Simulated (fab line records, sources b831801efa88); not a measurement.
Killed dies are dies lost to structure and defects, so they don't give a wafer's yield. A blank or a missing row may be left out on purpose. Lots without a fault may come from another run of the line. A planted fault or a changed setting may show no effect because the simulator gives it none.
Which tool did it? | flow gf180mcu | 13 lots, 39 wafers sampled, at 6 steps of a route of 602

WHAT THE GAUGES READ, wafer by wafer
GF_STI_THK_MEAS_24.
lot  | measured    | on            | STI_CVD_23_THK (nm)
L521 | day 2 08:47 | film_metro-02 | 650 646 646
L522 | day 2 13:49 | film_metro-03 | 647 635 642
L524 | day 2 23:47 | film_metro-04 | 637 651 657
L526 | day 3 09:59 | film_metro-02 | 648 649 642
L527 | day 3 15:29 | film_metro-02 | 644 646 642
L528 | day 3 20:56 | film_metro-04 | 647 652 652
L529 | day 4 02:05 | film_metro-04 | 659 658 668
L530 | day 4 08:19 | film_metro-04 | 642 654 634
L531 | day 4 12:07 | film_metro-03 | 640 652 638
L532 | day 4 17:23 | film_metro-04 | 648 644 650
L535 | day 5 08:33 | film_metro-04 | 496 487 494 496 487 493
L536 | day 5 13:49 | film_metro-03 | 495 480 491 495 481 491
L537 | day 5 20:11 | film_metro-04 | 495 499 505 494 499 505

GF_POLY_GATE_THK_MEAS_17.
lot  | measured     | on            | POLY_GATE_OXIDATION_THK (nm)
L521 | day 9 15:48  | film_metro-04 | 4.06 3.98 4.13
L522 | day 9 23:11  | film_metro-04 | 4.01 4.06 3.98
L524 | day 10 15:10 | film_metro-01 | 4.07 4.06 4.02
L526 | day 11 04:01 | film_metro-03 | 3.92 3.93 3.85
L527 | day 11 08:58 | film_metro-01 | 4.04 4.11 4.16
L528 | day 11 13:02 | film_metro-01 | 3.86 3.89 3.90
L529 | day 11 23:31 | film_metro-03 | 4.00 3.97 4.04
L530 | day 12 10:11 | film_metro-04 | 4.22 4.18 4.24
L531 | day 12 14:24 | film_metro-01 | 4.08 4.05 4.00
L532 | day 12 18:15 | film_metro-01 | 3.87 3.92 3.99
L535 | day 13 19:54 | film_metro-04 | 4.03 3.96 4.02
L536 | day 14 00:03 | film_metro-03 | 4.05 4.05 3.99
L537 | day 14 05:17 | film_metro-03 | 4.08 4.03 4.08

GF_HV_LDD_CD_MEAS_19: target cd 400 nm.
lot  | measured     | on        | cd_nm (nm)
L521 | day 11 02:19 | cd_sem-01 | 402.3 402.0 403.3
L522 | day 11 10:48 | cd_sem-01 | 401.0 401.0 399.5
L524 | day 12 04:27 | cd_sem-02 | 398.5 400.4 398.6
L526 | day 12 18:25 | cd_sem-02 | 397.4 398.6 397.1
L527 | day 12 23:07 | cd_sem-02 | 398.6 395.6 397.7
L528 | day 13 04:13 | cd_sem-02 | 402.9 401.9 404.1
L529 | day 13 14:58 | cd_sem-02 | 398.1 399.1 398.0
L530 | day 14 02:28 | cd_sem-02 | 402.3 402.8 403.2
L531 | day 14 07:02 | cd_sem-01 | 399.6 398.4 400.1
L532 | day 14 10:07 | cd_sem-02 | 396.7 398.1 397.9
L535 | day 15 13:43 | cd_sem-02 | 399.3 402.6 402.5
L536 | day 15 19:01 | cd_sem-02 | 401.4 402.6 401.4
L537 | day 15 22:28 | cd_sem-01 | 398.7 400.4 399.7

GF_HV_LDD_CD_MEAS_31: target cd 400 nm.
lot  | measured     | on        | cd_nm (nm)
L521 | day 11 20:55 | cd_sem-02 | 402.5 400.8 399.9
L522 | day 12 05:49 | cd_sem-02 | 402.6 399.6 400.5
L524 | day 13 00:09 | cd_sem-02 | 397.3 397.9 399.6
L526 | day 13 14:43 | cd_sem-01 | 398.2 404.3 398.5
L527 | day 13 19:23 | cd_sem-02 | 399.2 398.2 397.0
L528 | day 14 00:38 | cd_sem-01 | 400.8 401.8 403.0
L529 | day 14 11:31 | cd_sem-02 | 397.5 398.7 397.0
L530 | day 14 23:36 | cd_sem-01 | 403.2 402.0 399.9
L531 | day 15 04:40 | cd_sem-02 | 398.2 396.0 397.6
L532 | day 15 08:15 | cd_sem-02 | 400.0 401.6 404.1
L535 | day 16 11:48 | cd_sem-01 | 404.2 402.0 402.4
L536 | day 16 17:13 | cd_sem-02 | 397.4 398.4 398.2
L537 | day 16 20:35 | cd_sem-02 | 397.6 400.2 397.3

WHICH TOOL RAN EACH LOT (tool, then ch and the chambers of the sampled wafers, then the start)
lot  | GF_STI_CVD_23                   | GF_STI_CMP_25
L521 | hdpcvd-01 ch 0,1,2, day 2 08:42 | cmp-02 ch 0,1,2, day 2 08:53
L522 | hdpcvd-02 ch 0, day 2 13:42     | cmp-01 ch 0,2,3, day 2 13:53
L524 | hdpcvd-02 ch 0,1, day 2 23:42   | cmp-01 ch 0,1,2, day 2 23:56
L526 | hdpcvd-02 ch 0,2, day 3 09:53   | cmp-01 ch 0,1, day 3 10:05
L527 | hdpcvd-01 ch 0,2, day 3 15:24   | cmp-01 ch 0,1,2, day 3 15:35
L528 | hdpcvd-01 ch 0,2, day 3 20:50   | cmp-02 ch 0,3, day 3 20:59
L529 | hdpcvd-02 ch 0,1,2, day 4 02:01 | cmp-02 ch 1,2, day 4 02:08
L530 | hdpcvd-01 ch 0,1, day 4 08:14   | cmp-01 ch 1,3, day 4 08:23
L531 | hdpcvd-01 ch 0,1,2, day 4 12:03 | cmp-01 ch 0,1, day 4 12:09
L532 | hdpcvd-02 ch 0,2, day 4 17:18   | cmp-01 ch 0,1,3, day 4 17:26
L535 | hdpcvd-02 ch 0,1,2, day 5 08:29 | cmp-02 ch 0,1,3, day 5 14:21
L536 | hdpcvd-02 ch 0,1,2, day 5 13:44 | cmp-02 ch 1,2, day 5 15:36
L537 | hdpcvd-02 ch 0,1,2, day 5 20:07 | cmp-01 ch 0,3, day 6 00:02
- GF_STI_CVD_23: deposits SiO2, target thk 650 nm, time 108.3 s.
- GF_STI_CMP_25: polishes, stops on Si3N4, t overpolish 33 s, target thk 524.6 nm.

WHAT THE TOOLS THEMSELVES READ (means of the sampled wafers that have a number; where no wafer has one, the mark that the record gives instead)
GF_STI_CVD_23.
lot  | tool      | sih4_flow_sccm (sccm)
L521 | hdpcvd-01 | 60.12
L522 | hdpcvd-02 | 59.79
L524 | hdpcvd-02 | 59.99
L526 | hdpcvd-02 | 60.07
L527 | hdpcvd-01 | 60.07
L528 | hdpcvd-01 | 59.98
L529 | hdpcvd-02 | 59.90
L530 | hdpcvd-01 | 60.21
L531 | hdpcvd-01 | 60.08
L532 | hdpcvd-02 | 60.23
L535 | hdpcvd-02 | 59.96
L536 | hdpcvd-02 | 59.99
L537 | hdpcvd-02 | 60.01

GF_STI_CMP_25.
lot  | tool   | motor_current_A (A) | time_to_endpoint_s (s)
L521 | cmp-02 | 11.6                | 119
L522 | cmp-01 | 11.1                | 128
L524 | cmp-01 | 11.9                | 127
L526 | cmp-01 | 11.5                | 129
L527 | cmp-01 | 12.1                | 129
L528 | cmp-02 | 11.9                | 117
L529 | cmp-02 | 11.5                | 116
L530 | cmp-01 | 11.1                | 117
L531 | cmp-01 | 11.3                | 116
L532 | cmp-01 | 11.3                | 116
L535 | cmp-02 | 12.0                | 92
L536 | cmp-02 | 12.4                | 90
L537 | cmp-01 | 10.9                | 94

THE ANSWER, worked out from the rows above alone
Rule: what is usual is taken from the lots themselves. Put in order of their means at a reading, lots are off if they are a third of the lots or fewer, leave a main group of 4 or more, and stand apart from it by a gap of 3 or more times the standard deviation of the main group's means; of several such gaps the widest counts. A main group whose means are all the same, to the digits that the tables above print for the reading, isn't used. A lot without any number at a reading at which 4 lots or more have one is off too. The other lots that the step has rows for count as sound. The gauges are gone through in route order, then the tools' own readings, and for those a lot's mean is taken as printed above. The first step at which some lot is off is used, and at that step the reading that is off furthest; a lot without a number counts as furthest.
Off: L535, L536, L537, at GF_STI_THK_MEAS_24 (STI_CVD_23_THK). The main group: mean 647 nm, standard deviation 5.4.
A tool fits if, at a process step before that reading, it ran every lot that is off, and no sound lot after the first of them. The gauges at GF_STI_THK_MEAS_24 aren't tried: what is off there is off at GF_STI_CMP_25 too, on other tools, and a gauge's error can't cause that. One fits: hdpcvd-02 at GF_STI_CVD_23. Its last sound lot is L532 (day 4 17:18), its first lot that is off L535 (day 5 08:29): a fault that began between those two fits.

WHAT THE SIMULATOR HAD PUT IN
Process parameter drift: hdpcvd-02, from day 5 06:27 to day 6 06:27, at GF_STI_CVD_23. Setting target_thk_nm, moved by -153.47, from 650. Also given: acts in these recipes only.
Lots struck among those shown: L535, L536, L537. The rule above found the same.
